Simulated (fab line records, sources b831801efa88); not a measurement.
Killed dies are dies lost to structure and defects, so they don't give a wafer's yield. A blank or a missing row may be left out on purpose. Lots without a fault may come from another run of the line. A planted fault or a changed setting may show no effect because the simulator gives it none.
Which tool did it? | flow sfq_line | 14 lots, 42 wafers sampled, at 5 steps of a route of 325

WHAT THE GAUGES READ, wafer by wafer
SFQ_M6_OVL_MEAS_940.
lot  | measured     | on         | M6_OVL (nm)
L712 | day 73 08:36 | overlay-01 | 10 9 10
L713 | day 74 00:46 | overlay-01 | 7 0 -1
L714 | day 74 01:59 | overlay-01 | -5 6 -2
L715 | day 74 03:11 | overlay-01 | 5 6 7
L716 | day 75 12:05 | overlay-01 | 8 6 11
L718 | day 75 14:30 | overlay-02 | 7 12 8
L719 | day 75 15:42 | overlay-02 | 4 0 5
L720 | day 75 16:53 | overlay-02 | 3 6 3
L723 | day 77 16:02 | overlay-02 | 1 5 -1
L728 | day 78 11:52 | overlay-02 | 10 10 12
L729 | day 78 14:43 | overlay-02 | 0 -1 -3
L732 | day 79 02:16 | overlay-02 | 2 4 3
L733 | day 79 18:37 | overlay-01 | 3 5 -2
L735 | day 80 00:37 | overlay-02 | -6 -5 1

WHICH TOOL RAN EACH LOT (tool, then ch and the chambers of the sampled wafers, then the start)
lot  | SFQ_TRILAYER_I4_VIA_STRIP_STRIP_107 | SFQ_TRILAYER_I5_LITHO_COAT_149    | SFQ_TRILAYER_I5_BARC_OPEN_VIA_ETCH_200 | SFQ_TRILAYER_C5_STRIP_STRIP_155
L712 | rie_metal-02 ch 0,1, day 43 14:44   | litho_track-03 ch 0, day 62 17:06 | rie_diel-04 ch 1,2,3, day 68 06:43     | rie_metal-04 ch 0,1, day 69 20:36
L713 | rie_metal-04 ch 0,1, day 43 19:50   | litho_track-03 ch 0, day 62 19:30 | rie_diel-01 ch 1,2,3, day 68 10:45     | rie_metal-04 ch 0,1, day 70 08:43
L714 | rie_metal-03 ch 0,1, day 50 07:35   | litho_track-04 ch 0, day 62 23:12 | rie_diel-03 ch 0,2,3, day 68 14:21     | rie_metal-02 ch 0,1, day 72 19:29
L715 | rie_metal-02 ch 0,1, day 51 05:14   | litho_track-01 ch 0, day 64 02:53 | rie_diel-04 ch 0,2,3, day 69 21:43     | rie_metal-01 ch 0,1, day 73 23:47
L716 | rie_metal-02 ch 1, day 51 10:02     | litho_track-03 ch 0, day 64 06:26 | rie_diel-03 ch 2,3, day 70 00:07       | rie_metal-02 ch 0,1, day 74 04:43
L718 | rie_metal-02 ch 0,1, day 52 04:02   | litho_track-01 ch 0, day 64 20:53 | rie_diel-04 ch 1,2, day 70 17:02       | rie_metal-02 ch 0,1, day 75 02:19
L719 | rie_metal-03 ch 0,1, day 52 12:26   | litho_track-03 ch 0, day 65 04:05 | rie_diel-03 ch 1,2,3, day 71 01:26     | rie_metal-02 ch 0,1, day 75 07:19
L720 | rie_metal-04 ch 0,1, day 52 19:38   | litho_track-03 ch 0, day 65 10:04 | rie_diel-04 ch 0,2,3, day 71 06:14     | rie_metal-02 ch 0,1, day 75 09:43
L723 | rie_metal-04 ch 0,1, day 54 04:10   | litho_track-03 ch 0, day 66 19:38 | rie_diel-03 ch 1,2, day 72 15:50       | rie_metal-02 ch 0,1, day 76 13:32
L728 | rie_metal-03 ch 0,1, day 55 02:43   | litho_track-03 ch 0, day 67 17:14 | rie_diel-01 ch 0,2, day 73 10:48       | rie_metal-02 ch 0,1, day 77 14:52
L729 | rie_metal-03 ch 0,1, day 55 06:19   | litho_track-01 ch 0, day 67 21:28 | rie_diel-04 ch 0,2, day 73 12:00       | rie_metal-01 ch 0,1, day 77 18:28
L732 | rie_metal-04 ch 0, day 56 16:10     | litho_track-01 ch 0, day 69 09:47 | rie_diel-04 ch 0,2,3, day 74 09:26     | rie_metal-01 ch 0,1, day 78 17:26
L733 | rie_metal-04 ch 0,1, day 57 04:10   | litho_track-04 ch 0, day 69 17:26 | rie_diel-01 ch 1,3, day 74 15:26       | rie_metal-02 ch 0,1, day 79 01:50
L735 | rie_metal-03 ch 0,1, day 58 02:58   | litho_track-03 ch 0, day 70 20:49 | rie_diel-01 ch 0,2,3, day 75 04:50     | rie_metal-02 ch 0,1, day 79 10:14
- SFQ_TRILAYER_I4_VIA_STRIP_STRIP_107: strips in O2.
- SFQ_TRILAYER_I5_LITHO_COAT_149: resist thk 62 nm.
- SFQ_TRILAYER_I5_BARC_OPEN_VIA_ETCH_200: etches BARC in O2, target depth 125 nm, time 41.7 s.
- SFQ_TRILAYER_C5_STRIP_STRIP_155: strips in O2.

WHAT THE TOOLS THEMSELVES READ (means of the sampled wafers that have a number; where no wafer has one, the mark that the record gives instead)
SFQ_TRILAYER_I4_VIA_STRIP_STRIP_107.
lot  | tool         | drypump_motor_current_A (A) | oes_product_au (a.u.) | platen_temp_c (C)
L712 | rie_metal-02 | 5.1                         | 1.004                 | 39.95
L713 | rie_metal-04 | 5.4                         | 1.005                 | 40.01
L714 | rie_metal-03 | 5.4                         | 0.997                 | 40.04
L715 | rie_metal-02 | 5.1                         | 0.994                 | 40.07
L716 | rie_metal-02 | 4.8                         | 0.973                 | 39.97
L718 | rie_metal-02 | 5.1                         | 1.001                 | 39.98
L719 | rie_metal-03 | 5.4                         | 1.002                 | 40.04
L720 | rie_metal-04 | 5.4                         | 1.006                 | 40.04
L723 | rie_metal-04 | 5.8                         | 0.987                 | 40.00
L728 | rie_metal-03 | 5.1                         | 1.012                 | 40.06
L729 | rie_metal-03 | 5.1                         | 1.002                 | 40.01
L732 | rie_metal-04 | 5.0                         | 0.998                 | 40.00
L733 | rie_metal-04 | 5.4                         | 1.002                 | 39.98
L735 | rie_metal-03 | 5.4                         | 0.999                 | 39.99

SFQ_TRILAYER_I5_BARC_OPEN_VIA_ETCH_200.
lot  | tool        | drypump_motor_current_A (A) | oes_product_au (a.u.)
L712 | rie_diel-04 | 5.6                         | 0.685
L713 | rie_diel-01 | 5.5                         | 0.684
L714 | rie_diel-03 | 5.1                         | 0.684
L715 | rie_diel-04 | 5.6                         | 0.685
L716 | rie_diel-03 | 5.1                         | 0.687
L718 | rie_diel-04 | 5.5                         | 0.679
L719 | rie_diel-03 | 5.4                         | 0.686
L720 | rie_diel-04 | 5.6                         | 0.681
L723 | rie_diel-03 | 5.6                         | 0.672
L728 | rie_diel-01 | 6.2                         | 0.679
L729 | rie_diel-04 | 5.5                         | 0.684
L732 | rie_diel-04 | 5.6                         | 0.682
L733 | rie_diel-01 | 5.2                         | 0.683
L735 | rie_diel-01 | 6.0                         | 0.686

SFQ_TRILAYER_C5_STRIP_STRIP_155.
lot  | tool         | drypump_motor_current_A (A) | oes_product_au (a.u.) | platen_temp_c (C)
L712 | rie_metal-04 | 5.8                         | 0.996                 | 40.02
L713 | rie_metal-04 | 5.4                         | 1.000                 | 39.86
L714 | rie_metal-02 | 5.5                         | 1.007                 | 39.95
L715 | rie_metal-01 | 5.5                         | 0.990                 | 39.90
L716 | rie_metal-02 | 5.1                         | 1.001                 | 40.01
L718 | rie_metal-02 | 5.5                         | 1.014                 | 39.97
L719 | rie_metal-02 | 5.5                         | 1.013                 | 40.04
L720 | rie_metal-02 | 5.1                         | 1.008                 | 40.06
L723 | rie_metal-02 | 5.1                         | 0.999                 | 39.98
L728 | rie_metal-02 | 5.1                         | 0.996                 | 39.87
L729 | rie_metal-01 | 5.3                         | 0.993                 | 40.03
L732 | rie_metal-01 | 5.3                         | 0.999                 | 40.01
L733 | rie_metal-02 | 5.5                         | 1.006                 | 39.94
L735 | rie_metal-02 | 5.5                         | 1.007                 | 40.03

THE ANSWER, worked out from the rows above alone
Rule: what is usual is taken from the lots themselves. Put in order of their means at a reading, lots are off if they are a third of the lots or fewer, leave a main group of 4 or more, and stand apart from it by a gap of 3 or more times the standard deviation of the main group's means; of several such gaps the widest counts. A main group whose means are all the same, to the digits that the tables above print for the reading, isn't used. A lot without any number at a reading at which 4 lots or more have one is off too. The other lots that the step has rows for count as sound. The gauges are gone through in route order, then the tools' own readings, and for those a lot's mean is taken as printed above. The first step at which some lot is off is used, and at that step the reading that is off furthest; a lot without a number counts as furthest.
No lot is off at any reading shown: from this, nothing can be told.

WHAT THE SIMULATOR HAD PUT IN
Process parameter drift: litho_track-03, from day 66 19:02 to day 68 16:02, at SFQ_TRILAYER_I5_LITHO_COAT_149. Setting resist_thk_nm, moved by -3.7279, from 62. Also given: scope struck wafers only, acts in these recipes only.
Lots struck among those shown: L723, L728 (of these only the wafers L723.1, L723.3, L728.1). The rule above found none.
